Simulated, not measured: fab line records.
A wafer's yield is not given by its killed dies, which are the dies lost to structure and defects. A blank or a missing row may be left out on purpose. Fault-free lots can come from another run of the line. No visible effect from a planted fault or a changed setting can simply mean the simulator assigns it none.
One fault seen from 2 desks + flow gf180mcu + numbers are kept per desk, each desk with only its own; the story behind them comes last

## FOR THE TOOL OWNER'S DESK: rie_diel-04
The tool's own readings at GF_V1_ETCH_16 (etches BARC in N2/H2): means of the sampled wafers that have a number, for each lot that ran on this tool. Marked OUT: a lot whose mean sits more than 4 standard deviations from the usual mean, which makes it out of limits; the brackets give that distance.
Columns: A = drypump_motor_current_A at GF_V1_ETCH_16, usual 6.0 A; B = oes_product_au at GF_V1_ETCH_16, usual 0.855 a.u.; C = rf_fwd_power_W at GF_V1_ETCH_16, usual 495.3 W; D = throttle_valve_pct at GF_V1_ETCH_16, usual 13.225 %
| lot  | first seen here | A   | B     | C     | D      |
|------|-----------------|-----|-------|-------|--------|
| L791 | day 17 20:19    | 5.7 | 0.854 | 495.4 | 13.226 |
| L793 | day 18 23:48    | 6.3 | 0.854 | 495.2 | 13.223 |
| L795 | day 19 17:01    | 6.1 | 0.854 | 495.1 | 13.224 |
| L796 | day 20 00:58    | 6.4 | 0.855 | 494.8 | 13.213 |
| L805 | day 23 07:02    | 6.1 | 0.851 | 495.4 | 13.231 |
| L807 | day 24 05:06    | 6.4 | 0.857 | 493.8 | 13.224 |
This desk found nothing out of limits on any of the 6 lots.

## FROM THE METROLOGY DESK
Lot by lot, what the gauges showed, no matter which tool ran the lot: averages of those sampled wafers that carry a number. Marked OUT: a lot whose mean sits more than 4 standard deviations from the usual mean, which makes it out of limits; the brackets give that distance.
Columns: A = cd_nm at GF_TOP_METAL_CD_MEAS_14, usual 439.9 nm; B = PASSIVATION_CVD_00_THK at GF_PASSIVATION_THK_MEAS_01, usual 1001 nm
| lot  | first seen here | A     | B    |
|------|-----------------|-------|------|
| L791 | day 28 12:28    | 437.2 | 992  |
| L793 | day 29 02:13    | 437.5 | 1007 |
| L795 | day 29 16:20    | 439.2 | 989  |
| L796 | day 29 23:51    | 441.3 | 995  |
| L798 | day 30 08:13    | 438.8 | 1009 |
| L804 | day 32 04:02    | 440.7 | 1006 |
| L805 | day 32 07:50    | 442.4 | 993  |
| L806 | day 32 20:19    | 441.7 | 1020 |
| L807 | day 32 22:53    | 440.7 | 987  |
| L810 | day 33 12:23    | 438.4 | 999  |
| L813 | day 34 05:38    | 439.6 | 992  |
| L814 | day 34 12:00    | 439.9 | 983  |
This desk found nothing out of limits on any of the 12 lots.

## TAKEN TOGETHER
Nothing out of limits was seen by the tool owner's desk.
The metrology desk saw nothing out of limits.

## WHAT THE SIMULATOR HAD PUT IN
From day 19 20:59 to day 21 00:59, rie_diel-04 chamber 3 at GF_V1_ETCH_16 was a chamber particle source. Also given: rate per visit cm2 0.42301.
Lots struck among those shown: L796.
